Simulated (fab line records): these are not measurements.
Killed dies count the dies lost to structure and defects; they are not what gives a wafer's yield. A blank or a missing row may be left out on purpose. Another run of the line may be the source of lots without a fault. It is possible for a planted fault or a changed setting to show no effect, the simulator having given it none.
Matching of chambers || flow gf180mcu || 4 sister chambers for GF_CONTACT_CMP_27 on cmp-01
The step polishes, stops on SiO2, t overpolish 15 s, target thk 0 nm. 8 wafers are shown with their chamber, then 8 later ones without.

## EACH WAFER AND ITS CHAMBER
{"wafer": "L782.4", "chamber": 1, "timeToEndpointS (s)": 67.3, "motorCurrentA (A)": 11.4}
{"wafer": "L782.6", "chamber": 0, "timeToEndpointS (s)": 73.3, "motorCurrentA (A)": 11.3}
{"wafer": "L787.4", "chamber": 3, "timeToEndpointS (s)": 73.5, "motorCurrentA (A)": 11.9}
{"wafer": "L787.5", "chamber": 2, "timeToEndpointS (s)": 72.4, "motorCurrentA (A)": 11.4}
{"wafer": "L788.1", "chamber": 1, "timeToEndpointS (s)": 72.6, "motorCurrentA (A)": 11.3}
{"wafer": "L788.5", "chamber": 2, "timeToEndpointS (s)": 73.4, "motorCurrentA (A)": 11.7}
{"wafer": "L788.6", "chamber": 3, "timeToEndpointS (s)": 75.1, "motorCurrentA (A)": 11.9}
{"wafer": "L790.2", "chamber": 0, "timeToEndpointS (s)": 72.2, "motorCurrentA (A)": 11.5}

## WAFERS WITHOUT THEIR CHAMBER
{"wafer": "L790.5", "timeToEndpointS (s)": 71.0, "motorCurrentA (A)": 11.4}
{"wafer": "L790.6", "timeToEndpointS (s)": 73.1, "motorCurrentA (A)": 11.3}
{"wafer": "L798.1", "timeToEndpointS (s)": 70.6, "motorCurrentA (A)": 11.6}
{"wafer": "L798.2", "timeToEndpointS (s)": 67.8, "motorCurrentA (A)": 11.2}
{"wafer": "L798.3", "timeToEndpointS (s)": 74.0, "motorCurrentA (A)": 11.4}
{"wafer": "L801.2", "timeToEndpointS (s)": 71.2, "motorCurrentA (A)": 11.5}
{"wafer": "L801.3", "timeToEndpointS (s)": 67.8, "motorCurrentA (A)": 10.9}
{"wafer": "L801.4", "timeToEndpointS (s)": 68.6, "motorCurrentA (A)": 11.3}

## CHAMBER TAKEN BY EACH
{"wafer": "L790.5", "from the rows above": "can't be placed: 1 or 0 or 2", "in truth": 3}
{"wafer": "L790.6", "from the rows above": "can't be placed: 0 or 1 or 2", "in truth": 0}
{"wafer": "L798.1", "from the rows above": "can't be placed: 2 or 0 or 1 or 3", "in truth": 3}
{"wafer": "L798.2", "from the rows above": "can't be placed: 1 or 0", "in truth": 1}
{"wafer": "L798.3", "from the rows above": "can't be placed: 0 or 2 or 1", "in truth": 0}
{"wafer": "L801.2", "from the rows above": "can't be placed: 2 or 0 or 1", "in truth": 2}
{"wafer": "L801.3", "from the rows above": "can't be placed: 1 or 0 or 2", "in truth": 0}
{"wafer": "L801.4", "from the rows above": "can't be placed: 1 or 0", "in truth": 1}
Correct placement for 0 of the 8. Can't be placed from these rows: 8 (the true chamber is among the candidates in 7). 0 placed wrongly.
How it was worked out, from the rows above alone: a wafer's distance from a chamber is the root of the sum, over the readings, of the square of ((its reading less the chamber's mean) divided by the reading's scatter). The wafer belongs to the nearest chamber; if the next one is less than 2 further off, it can't be placed. Each chamber's mean is taken over the wafers shown for it. The scatter: the root of (the sum of the squares of (reading less its chamber's mean) over the shown wafers, divided by (wafers less chambers)).
